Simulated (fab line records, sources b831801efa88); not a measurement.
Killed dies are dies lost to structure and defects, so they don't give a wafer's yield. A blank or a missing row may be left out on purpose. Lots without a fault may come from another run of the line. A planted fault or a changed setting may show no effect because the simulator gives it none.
One fault seen from 2 desks | flow gf180mcu | each desk has only its own numbers; what lay behind them comes last

THE METROLOGY DESK
What the gauges read, lot by lot, whatever tool the lot ran on: means of the sampled wafers that have a number. A lot is out of limits, marked OUT, if its mean lies more than 4 standard deviations from the usual mean; the brackets give that distance.
Columns: A = V2_W_RS at GF_V2_RS_MEAS_24, usual 0.330 ohm/sq; B = V2_W_THK at GF_V2_THK_MEAS_25, usual 375 nm
lot  | first seen here | A     | B
L697 | day 22 08:02    | 0.329 | 375
L704 | day 24 13:14    | 0.326 | 380
L710 | day 26 08:50    | 0.332 | 368
L711 | day 26 11:35    | 0.330 | 380
L714 | day 27 13:04    | 0.335 | 369
L716 | day 28 01:41    | 0.331 | 372
This desk's finding: nothing out of limits on any of the 6 lots.

THE TOOL OWNER'S DESK: pvd_sputter-02
The tool's own readings at GF_M3_SPUTTER_03 (material Ti, target thk 10 nm, time 6.7 s): means of the sampled wafers that have a number, for each lot that ran on this tool. A lot is out of limits, marked OUT, if its mean lies more than 4 standard deviations from the usual mean; the brackets give that distance.
Columns: A = cathode_dc_power_W at GF_M3_SPUTTER_03, usual 3000.0 W; B = throttle_valve_pct at GF_M3_SPUTTER_03, usual 29.6 %
lot  | first seen here | A                        | B
L704 | day 24 13:53    | 3000.1                   | 29.8
L710 | day 26 09:27    | 2791.5 (-99 or more) OUT | 29.2
L711 | day 26 12:13    | 2791.1 (-99 or more) OUT | 28.6
This desk's finding: out of limits on L710, L711; first on L710, day 26 09:27 (cathode_dc_power_W at GF_M3_SPUTTER_03). In limits: L704.

PUT TOGETHER
The tool owner's desk could have raised an alarm at day 26 09:27, on L710, L711.
The metrology desk saw nothing out of limits.
The metrology desk has L710, L711 on record, within its limits.
Of the lots named, all ran GF_M3_SPUTTER_03 on pvd_sputter-02.

WHAT THE SIMULATOR HAD PUT IN
Process parameter drift: pvd_sputter-02, from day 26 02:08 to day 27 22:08, at GF_M3_SPUTTER_03. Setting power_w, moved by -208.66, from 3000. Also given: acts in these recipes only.
Lots struck among those shown: L710, L711.
Hours from the fault's start to each desk's first reading out of limits: the tool owner's desk, 7.
